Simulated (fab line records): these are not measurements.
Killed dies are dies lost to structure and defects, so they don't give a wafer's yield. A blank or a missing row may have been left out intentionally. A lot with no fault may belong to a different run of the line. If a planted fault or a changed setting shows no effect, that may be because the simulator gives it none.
One fault through the eyes of 2 desks | flow gf180mcu | every desk sees just its own numbers, and what lay behind them comes last

TOOL OWNER'S DESK, implanter-03
GF_LVPWELL_IMPLANT_09, tool's own readings: per-lot mean of the sampled wafers with a number, covering each lot this tool ran. Any lot whose mean is over 4 standard deviations away from the usual mean is out of limits and marked OUT; that distance is given in the brackets.
Columns: A = doseIonsCm2 at GF_LVPWELL_IMPLANT_09, usual 4.999e+12; B = endStationPressureTorr at GF_LVPWELL_IMPLANT_09, usual 5.03e-06 Torr; C = faradayCurrentUA at GF_LVPWELL_IMPLANT_09, usual 28.2
lot  | first seen here | A                           | B        | C
L249 | day 4 18:53     | 4.996e+12                   | 5.07e-06 | 28.0
L254 | day 6 00:03     | 5.009e+12                   | 5.13e-06 | 27.6
L255 | day 6 04:33     | 7.779e+12 (+99 or more) OUT | 4.81e-06 | 43.9 (+25) OUT
L256 | day 6 11:11     | 7.772e+12 (+99 or more) OUT | 4.98e-06 | 43.5 (+25) OUT
This desk's verdict: out of limits on L255, L256, starting with L255 at day 6 04:33 (doseIonsCm2 at GF_LVPWELL_IMPLANT_09). L249, L254: within limits.

METROLOGY DESK
Lot by lot, what the gauges showed, no matter which tool ran the lot: averages of those sampled wafers that carry a number. Any lot whose mean is over 4 standard deviations away from the usual mean is out of limits and marked OUT; that distance is given in the brackets.
Columns: A = STI_CVD_23_THK at GF_STI_THK_MEAS_24, usual 648 nm; B = LVPWELL_TW at GF_LVPWELL_TW_MEAS_11, usual 557; C = VT_IMPLANT_TW at GF_VT_IMPLANT_TW_MEAS_10, usual 563; D = NWELL_RS at GF_VT_IMPLANT_RS_MEAS_47, usual 488.1 ohm/sq; E = LVPWELL_RS at GF_VT_IMPLANT_RS_MEAS_48, usual 1197 ohm/sq
lot  | first seen here | A   | B   | C   | D     | E
L246 | day 2 09:32     | 647 | 558 | 563 | 489.5 | 1195
L247 | day 2 13:47     | 649 | 562 | 561 | 488.2 | 1198
L248 | day 2 20:47     | 652 | 547 | 561 | 489.5 | 1194
L249 | day 2 23:56     | 651 | 548 | 561 | 488.5 | 1196
L250 | day 3 05:34     | 633 | 560 | 561 | 489.8 | 1198
L253 | day 3 21:25     | 651 | 558 | 561 | 488.3 | 1196
L254 | day 4 02:55     | 645 | 555 | 568 | 488.6 | 1200
L255 | day 4 07:11     | 657 | 569 | 559 | 489.5 | 1097 (-30) OUT
L256 | day 4 12:17     | 641 | 575 | 566 | 487.4 | 1095 (-31) OUT
L259 | day 5 05:00     | 653 | 554 | 565 | 490.0 | 1193
L262 | day 5 19:27     | 644 | 555 | 561 | 487.9 | 1195
L264 | day 6 05:09     | 644 | 565 | 558 | 486.5 | 1198
L265 | day 6 11:08     | 651 | 564 | 567 | 487.6 | 1203
This desk's finding: out of limits on L255, L256; first on L255, day 10 07:57 (LVPWELL_RS at GF_VT_IMPLANT_RS_MEAS_48). L246, L247, L248, L249, L250, L253, L254, L259, L262, L264, L265: within limits.

BROUGHT TOGETHER
An alarm could have come from the tool owner's desk at day 6 04:33, on L255, L256.
At day 10 07:57 the metrology desk could have sounded an alarm, on L255, L256.
Of the lots named, all ran GF_LVPWELL_IMPLANT_09 on implanter-03.

WHAT HAD BEEN PUT IN BY THE SIMULATOR
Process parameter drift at GF_LVPWELL_IMPLANT_09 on implanter-03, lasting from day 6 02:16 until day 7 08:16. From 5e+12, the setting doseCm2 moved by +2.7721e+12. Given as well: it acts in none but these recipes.
Struck lots among those shown: L255, L256.
Counting hours from when the fault started, the first reading out of limits came at 2 for the tool owner's desk and at 102 for the metrology desk.
